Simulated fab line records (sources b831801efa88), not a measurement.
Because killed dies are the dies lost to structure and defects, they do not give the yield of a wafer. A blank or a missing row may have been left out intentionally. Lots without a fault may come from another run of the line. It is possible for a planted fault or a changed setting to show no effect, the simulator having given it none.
Which tool is to blame? | flow gf180mcu | 12 lots with 36 wafers sampled at 6 steps, on a route of 602 steps

## WHAT THE GAUGES SHOWED, per wafer
GF_VT_IMPLANT_RS_MEAS_46: measurement is done with a four-point probe.
lot  | measured     | on           | MVSD_RS (ohm/sq)
L766 | day 7 15:14  | filmMetro-01 | 458.8 458.6 457.9
L770 | day 8 15:24  | filmMetro-04 | 457.2 457.5 456.3
L773 | day 9 10:17  | filmMetro-04 | 455.6 455.8 456.8
L779 | day 11 06:02 | filmMetro-04 | 454.3 456.0 456.5
L780 | day 11 14:18 | filmMetro-04 | 456.2 455.7 455.2
L781 | day 11 18:42 | filmMetro-04 | 456.8 456.3 457.3
L783 | day 12 09:40 | filmMetro-01 | 456.5 456.2 458.3
L784 | day 12 14:00 | filmMetro-02 | 455.3 456.1 455.0
L785 | day 12 22:02 | filmMetro-04 | 457.1 458.1 456.1
L786 | day 13 05:47 | filmMetro-02 | 455.3 456.4 455.4
L787 | day 13 12:50 | filmMetro-02 | 456.5 455.2 455.6
L789 | day 14 01:13 | filmMetro-01 | 455.1 455.7 456.6

GF_DUAL_GATE_THK_MEAS_03.
lot  | measured     | on           | DUAL_GATE_OXIDATION_00_THK (nm)
L766 | day 7 18:09  | filmMetro-03 | 11.13 11.05 11.05
L770 | day 8 18:17  | filmMetro-04 | 11.12 10.99 11.38
L773 | day 9 12:23  | filmMetro-03 | 10.95 11.20 10.87
L779 | day 11 08:17 | filmMetro-01 | 10.63 10.90 10.63
L780 | day 11 16:25 | filmMetro-04 | 10.81 10.83 10.76
L781 | day 11 20:49 | filmMetro-01 | 11.02 10.99 10.86
L783 | day 12 11:44 | filmMetro-03 | 10.97 10.91 10.92
L784 | day 12 16:07 | filmMetro-04 | 10.86 10.96 11.09
L785 | day 13 00:23 | filmMetro-01 | 11.24 10.93 10.97
L786 | day 13 07:56 | filmMetro-03 | 11.01 11.15 11.05
L787 | day 13 16:17 | filmMetro-01 | 10.70 10.77 10.64
L789 | day 14 03:19 | filmMetro-03 | 10.81 11.06 11.03

GF_HV_LDD_TW_MEAS_50.
lot  | measured     | on           | HV_LDD_4_TW
L766 | day 12 11:43 | filmMetro-01 | 564 562 563
L770 | day 13 15:00 | filmMetro-01 | 565 566 566
L773 | day 14 13:42 | filmMetro-04 | 573 574 572
L779 | day 16 19:56 | filmMetro-04 | 30 30 30
L780 | day 17 03:24 | filmMetro-01 | 30 30 30
L781 | day 17 10:56 | filmMetro-01 | 30 30 30
L783 | day 18 02:32 | filmMetro-02 | 568 566 569
L784 | day 18 10:03 | filmMetro-01 | 562 557 559
L785 | day 18 21:19 | filmMetro-02 | 565 566 564
L786 | day 19 03:31 | filmMetro-01 | 559 563 561
L787 | day 19 15:42 | filmMetro-04 | 572 576 576
L789 | day 20 04:28 | filmMetro-02 | 564 562 565

GF_SAB_CD_MEAS_09 targets a cd of 420 nm.
lot  | measured     | on       | cdNm (nm)
L766 | day 15 04:50 | cdSem-02 | 415.4 417.8 417.7
L770 | day 16 11:38 | cdSem-02 | 416.8 419.1 416.9
L773 | day 17 10:59 | cdSem-01 | 416.3 416.2 418.2
L783 | day 21 06:39 | cdSem-01 | 421.7 421.1 422.7
L784 | day 21 14:49 | cdSem-02 | 418.9 417.8 417.5
L785 | day 22 01:29 | cdSem-02 | 421.6 422.7 419.5
L786 | day 22 08:11 | cdSem-01 | 418.0 420.1 420.4
L787 | day 22 18:35 | cdSem-01 | 420.1 421.8 421.4
L789 | day 23 06:22 | cdSem-01 | 418.7 419.0 419.6

## EACH LOT AND THE TOOL THAT RAN IT (in order: tool; ch and the chambers of the sampled wafers; start)
lot  | GF_HV_LDD_STRIP_37                  | GF_HV_LDD_STRIP_49
L766 | plasmaAsher-03 ch 0,1, day 11 16:38 | plasmaAsher-03 ch 0,1, day 12 11:38
L770 | plasmaAsher-04 ch 0,1, day 12 18:30 | plasmaAsher-02 ch 0,1, day 13 14:54
L773 | plasmaAsher-04 ch 0,1, day 13 16:38 | plasmaAsher-02 ch 0,1, day 14 13:36
L779 | plasmaAsher-04 ch 0,1, day 15 20:56 | plasmaAsher-03 ch 0,1, day 16 19:50
L780 | plasmaAsher-04 ch 0,1, day 16 04:54 | plasmaAsher-03 ch 0,1, day 17 03:18
L781 | plasmaAsher-03 ch 0,1, day 16 11:56 | plasmaAsher-02 ch 0,1, day 17 10:50
L783 | plasmaAsher-04 ch 0,1, day 17 03:19 | plasmaAsher-02 ch 0,1, day 18 02:26
L784 | plasmaAsher-03 ch 0,1, day 17 11:06 | plasmaAsher-03 ch 0,1, day 18 09:56
L785 | plasmaAsher-04 ch 0,1, day 17 21:19 | plasmaAsher-02 ch 0,1, day 18 21:14
L786 | plasmaAsher-03 ch 0,1, day 18 03:11 | plasmaAsher-02 ch 0,1, day 19 03:26
L787 | plasmaAsher-03 ch 0,1, day 18 15:23 | plasmaAsher-04 ch 0,1, day 19 15:37
L789 | plasmaAsher-04 ch 0,1, day 19 03:39 | plasmaAsher-04 ch 0,1, day 20 04:21
- GF_HV_LDD_STRIP_37: strips in O2/N2.
- GF_HV_LDD_STRIP_49: strips in O2/N2.

## AS READ BY THE TOOLS THEMSELVES (means over the sampled wafers that have a number; for cases with no such wafer, the mark the record gives instead)
GF_HV_LDD_STRIP_37.
lot  | tool           | chamberPressureMTorr (mTorr) | drypumpMotorCurrentA (A) | heaterPowerW (W) | oesProductAu (a.u.) | stripTimeToEndpointS (s)
L766 | plasmaAsher-03 | 1499.2                       | 5.0                      | 390              | 0.714               | 12.59
L770 | plasmaAsher-04 | 1499.7                       | 5.7                      | 330              | 0.715               | 12.66
L773 | plasmaAsher-04 | 1499.9                       | 5.5                      | 333              | 0.715               | 12.64
L779 | plasmaAsher-04 | -                            | -                        | -                | -                   | -
L780 | plasmaAsher-04 | -                            | -                        | -                | -                   | -
L781 | plasmaAsher-03 | -                            | -                        | -                | -                   | -
L783 | plasmaAsher-04 | 1501.4                       | 5.5                      | 324              | 0.717               | 12.63
L784 | plasmaAsher-03 | 1499.9                       | 5.0                      | 390              | 0.720               | 12.61
L785 | plasmaAsher-04 | 1500.2                       | 5.5                      | 327              | 0.713               | 12.63
L786 | plasmaAsher-03 | 1499.9                       | 5.0                      | 397              | 0.718               | 12.58
L787 | plasmaAsher-03 | 1500.2                       | 5.0                      | 394              | 0.718               | 12.65
L789 | plasmaAsher-04 | 1499.9                       | 5.7                      | 343              | 0.717               | 12.64

GF_HV_LDD_STRIP_49.
lot  | tool           | chamberPressureMTorr (mTorr) | drypumpMotorCurrentA (A) | heaterPowerW (W) | oesProductAu (a.u.) | stripTimeToEndpointS (s)
L766 | plasmaAsher-03 | 1501.0                       | 5.4                      | 352              | 0.714               | 12.64
L770 | plasmaAsher-02 | 1498.7                       | 5.5                      | 374              | 0.713               | 12.58
L773 | plasmaAsher-02 | 1499.5                       | 5.4                      | 382              | 0.711               | 12.65
L779 | plasmaAsher-03 | 1499.0                       | 5.4                      | 352              | 0.718               | 27.63
L780 | plasmaAsher-03 | 1501.0                       | 5.0                      | 394              | 0.722               | 27.48
L781 | plasmaAsher-02 | 1498.1                       | 5.5                      | 374              | 0.712               | 27.52
L783 | plasmaAsher-02 | 1499.0                       | 5.5                      | 373              | 0.715               | 12.67
L784 | plasmaAsher-03 | 1501.0                       | 5.4                      | 355              | 0.716               | 12.68
L785 | plasmaAsher-02 | 1501.4                       | 5.4                      | 377              | 0.712               | 12.65
L786 | plasmaAsher-02 | 1499.4                       | 5.5                      | 371              | 0.714               | 12.63
L787 | plasmaAsher-04 | 1498.9                       | 5.6                      | 339              | 0.718               | 12.54
L789 | plasmaAsher-04 | 1499.7                       | 5.5                      | 331              | 0.718               | 12.65

## THE ANSWER, worked out from the rows above alone
Rule: what is usual is taken from the lots themselves. The widest of any qualifying gaps counts: lots, ordered by their means at a reading, are off when they make up no more than a third of the lots, leave a main group of 4 or more, and stand apart from it by 3 or more times the standard deviation of that group's means. A main group is skipped when, at the precision printed for the reading in the tables above, its means are all equal. Also off: a lot with no number at a reading for which 4 or more lots have one. Any other lot the step has rows for is counted as sound. After the gauges, taken in route order, come the tools' own readings; for these a lot's mean is taken, as printed above. At the first step where some lot is off, the reading lying furthest off is the one used; lots without a number count as furthest.
Off: L779, L780, L781, seen at GF_HV_LDD_TW_MEAS_50 (HV_LDD_4_TW). Mean 566 and standard deviation 4.9 in the main group.
A tool fits if, at a process step before that reading, it ran every lot that is off, and no sound lot after the first of them. Not tried: the gauges at GF_HV_LDD_TW_MEAS_50; whatever is off there is also off at GF_HV_LDD_STRIP_37, on other tools, and gauge error can't account for it. None of those tried fits.

## WHAT HAD BEEN PUT IN BY THE SIMULATOR
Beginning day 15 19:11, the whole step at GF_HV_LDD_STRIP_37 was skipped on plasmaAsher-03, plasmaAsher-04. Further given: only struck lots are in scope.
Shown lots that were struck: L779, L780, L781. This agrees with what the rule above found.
